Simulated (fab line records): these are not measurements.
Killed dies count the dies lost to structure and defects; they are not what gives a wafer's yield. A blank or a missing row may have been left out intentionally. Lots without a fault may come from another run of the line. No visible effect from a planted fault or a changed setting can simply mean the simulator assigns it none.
Split-lot trial | flow sky130 | 5 lots, 23 wafers read, on a route of 708 steps

## ABOUT THE SPLIT
At SKY_SONOS_ONO_COAT_08 (resist thk 1140 nm), the setting resistThkNm was moved away from the recipe's 1140 nm on 4 of the 23 wafers read, by +3.5% to +5.0%. All remaining wafers had this setting at the recipe value.

The reading is taken at the split's own step.

## THE READING
NOVOLAK_of_SONOS_ONO_COAT_08.thkNm (the simulator's own value, which no gauge read), in nm, at SKY_SONOS_ONO_COAT_08 (resist thk 1140 nm). There is no usual value for it anywhere in the file. Across the 19 wafers here that went through the recipe, the average is 1141 nm and the standard deviation 2 nm.

wafer  | tool, chamber at the split | resistThkNm as run, nm | against the recipe | NOVOLAK_of_SONOS_ONO_COAT_08.thkNm, nm | against lot-mates on the recipe
L074.1 | lithoTrack-02, 0           | 1180                   | +3.5%              | 1178                                   | +40
L074.2 | lithoTrack-02, 0           | 1180                   | +3.5%              | 1176                                   | +38
L074.3 | lithoTrack-02, 0           | 1140                   | recipe             | 1137                                   | -
L074.4 | lithoTrack-02, 0           | 1140                   | recipe             | 1138                                   | -
L074.6 | lithoTrack-02, 0           | 1140                   | recipe             | 1140                                   | -
L077.1 | lithoTrack-02, 0           | 1140                   | recipe             | 1140                                   | -
L077.2 | lithoTrack-02, 0           | 1140                   | recipe             | 1137                                   | -
L077.4 | lithoTrack-02, 0           | 1140                   | recipe             | 1138                                   | -
L077.5 | lithoTrack-02, 0           | 1197                   | +5.0%              | 1197                                   | +59
L077.6 | lithoTrack-02, 0           | 1197                   | +5.0%              | 1193                                   | +55
L081.1 | lithoTrack-02, 0           | 1140                   | recipe             | 1139                                   | -
L081.2 | lithoTrack-02, 0           | 1140                   | recipe             | 1143                                   | -
L081.4 | lithoTrack-02, 0           | 1140                   | recipe             | 1143                                   | -
L081.3 | lithoTrack-02, 0           | 1140                   | recipe             | 1141                                   | -
L081.5 | lithoTrack-02, 0           | 1140                   | recipe             | 1140                                   | -
L084.2 | lithoTrack-01, 0           | 1140                   | recipe             | 1142                                   | -
L084.3 | lithoTrack-01, 0           | 1140                   | recipe             | 1143                                   | -
L084.4 | lithoTrack-01, 0           | 1140                   | recipe             | 1143                                   | -
L084.5 | lithoTrack-01, 0           | 1140                   | recipe             | 1141                                   | -
L084.6 | lithoTrack-01, 0           | 1140                   | recipe             | 1140                                   | -
L085.1 | lithoTrack-01, 0           | 1140                   | recipe             | 1142                                   | -
L085.6 | lithoTrack-01, 0           | 1140                   | recipe             | 1142                                   | -
L085.3 | lithoTrack-01, 0           | 1140                   | recipe             | 1143                                   | -

THE FIT
A straight line over all 23 wafers: NOVOLAK_of_SONOS_ONO_COAT_08.thkNm changes by +10.7 nm for each +1% of resistThkNm; r = +0.99; the points scatter about the line by 2.1 nm.
The same after taking each lot's own level away (the mean of its wafers on the recipe; 23 wafers): +11.2 nm for each +1%; r = +1.00; scatter 1.4 nm.
On that fit, the largest move of resistThkNm shifts the reading by 56 nm.
Across the lots, their own levels run from 1138.3 to 1142.3 nm, a range of 2.0 times the standard deviation given above.
Hence the lot-to-lot level has little effect on the slope; both slopes agree.
Check: for one of the wafers moved furthest among these (+5.0%), held out of the fit, the line's prediction against its lot-mates is +54.9 nm. It came out at +58.7 nm against them.

## ADDITIONAL SPLITS CARRIED BY THESE WAFERS
Before the reading, these wafers also passed through other splits. Each is held against what the fit with the lots' levels taken away leaves over:
other split on the same wafers     | wafers away from the commonest value | r with NOVOLAK_of_SONOS_ONO_COAT_08.thkNm (lot level and that fit taken away)
SKY_SONOS_ONO_OXIDATION_00 oxTimeS | 15                                   | -0.01

## THE WHOLE CHAIN: every reading that the file lists as answering this split, in the file's order
step                   | what it does       | reading                                                                             | change (the file's fit)              | r (the file's)
SKY_SONOS_ONO_COAT_08  | resist thk 1140 nm | NOVOLAK_of_SONOS_ONO_COAT_08.thkNm (the simulator's own value, which no gauge read) | +11.2 nm for each +1% of the setting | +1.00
SKY_SONOS_ONO_STRIP_17 | strips in O2/N2    | stripTimeToEndpointS                                                                | withheld for each +1% of the setting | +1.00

## FILE'S OWN FIT
NOVOLAK_of_SONOS_ONO_COAT_08.thkNm changes by +11.2 nm for each +1% of resistThkNm, r = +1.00.
